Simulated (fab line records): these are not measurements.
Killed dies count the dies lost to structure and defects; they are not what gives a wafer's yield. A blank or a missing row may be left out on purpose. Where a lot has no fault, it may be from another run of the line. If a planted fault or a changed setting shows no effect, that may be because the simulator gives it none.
A lot that was struck, set against a sound lot + flow sky130 + 15 out of 708 route steps
Sound: these wafers, L454.1, L454.5, L454.6. The struck wafers were L469.2, L469.3, L469.6. The cause comes at the end.
Each step with rows lists, per side, the tool, then ch with its chambers, then its first start. Under that, the readings that differ: sound wafers + struck wafers + difference of the means + sigmas: that difference in standard deviations of wafers without a fault.
alike: readings with means less than 2 such deviations apart, plus words and numbers identical on both sides. not compared: withheld readings, readings lacking a value on some wafer, bounds such as >300 that could conceal the same value, and numbers that have no deviation in the record and whose values overlap.
A row with sigmas, a row that says differs or no value, or rows on one side alone: a step with any of these is where the two part. Non-overlapping numbers with no deviation appear without sigmas and do not part them. Lack of a reading on every wafer of one side parts them only where that side has two or more wafers.

SKY_VIA2_BOW_MEAS_03:
  sound: film-metro-02 at day 37 04:25; struck: film-metro-03 at day 42 13:17
  alike: VIA2_BOW
then, 4 steps without rows for these wafers: SKY_VIA2_DEHYDRATE_04 (time 60 s); SKY_VIA2_HMDS_05 (prime time 60 s); SKY_VIA2_COAT_06 (resist thk 60 nm); SKY_VIA2_COAT_07 (resist thk 450 nm).
SKY_VIA2_SOFTBAKE_08: time 91.75 s.
  sound: litho-track-02 ch 0; struck: litho-track-02 ch 0
  alike: plate-sensor-t-centre-C, plate-sensor-t-edge-C
then, 3 steps without rows for these wafers: SKY_VIA2_EXPOSE_09 (exposes mask VIM2, target cd 200 nm); SKY_VIA2_PEB_10; SKY_VIA2_DEVELOP_11 (develop time 60 s).
SKY_VIA2_CD_MEAS_12 targets a cd of 200 nm.
  sound: cd-sem-01 at day 38 06:56; struck: cd-sem-02 at day 43 12:27
  alike: cd-nm
SKY_VIA2_OVL_MEAS_13:
  sound: overlay-01 at day 38 07:03; struck: overlay-02 at day 43 12:33
  alike: VIA2_OVL
SKY_VIA2_ETCH_14: etches BARC in N2/H2, stops on SiO2, time 45.9 s, target depth 60 nm.
  sound on rie-diel-02 ch 0,2,3, day 38 07:05; struck on rie-diel-01 ch 1,2,3, day 43 12:35
  alike: bias-w, drypump-motor-current-A, oes-product-au, throttle-valve-pct
  not compared: rf-hours-counter-h
SKY_VIA2_ETCH_15: etches SiO2 in C4F8/O2/Ar, stops on TiN, target depth 546 nm, time 84 s.
  sound on rie-diel-02 ch 0,2,3, day 38 07:08; struck on rie-diel-01 ch 1,2,3, day 43 12:38
| reading    | sound          | struck         | difference | sigmas |
|------------|----------------|----------------|------------|--------|
| bias-w (W) | 1205 1202 1203 | 1247 1242 1245 | +41        | +12    |
  alike: oes-product-au
  not compared: rf-hours-counter-h
SKY_VIA2_STRIP_16: strips in O2/N2.
  sound on plasma-asher-02 ch 0,1, day 38 07:11; struck on plasma-asher-02 ch 0,1, day 43 12:41
  alike: drypump-motor-current-A, oes-product-au, strip-time-to-endpoint-s
  not compared: rf-hours-counter-h
-- the record jumps here: 8 days lie between the struck wafers' starts before and after (it left off in module VIA2 and takes up again in module PAD_OPEN, whose first step shown is number 708 of the route) --
SKY_PAD_OPEN_PROBE_99:
  sound: prober-01 at day 47 07:21; struck: prober-01 at day 51 04:39
  alike: defect-limited-yield, killed_at_M0_to_M3, killed_at_M4_up, killed-at-contacts, killed-at-front-end, killed-at-other, killed-dies, killed-open, killed-short, sort_bin_3_pad_short, sort_bin_5_function, sort_bin_6_memory, sort-n-pass, sort-yield-pct

WHERE THEY PART
Only at SKY_VIA2_ETCH_15, within this record. Later steps at which nothing parts them and some readings are alike: SKY_VIA2_STRIP_16, SKY_PAD_OPEN_PROBE_99.

WHY: the cause the simulator had injected
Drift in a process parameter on rie-diel-01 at SKY_VIA2_ETCH_15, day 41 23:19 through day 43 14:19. Setting bias-w, moved by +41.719, from 1200. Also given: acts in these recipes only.
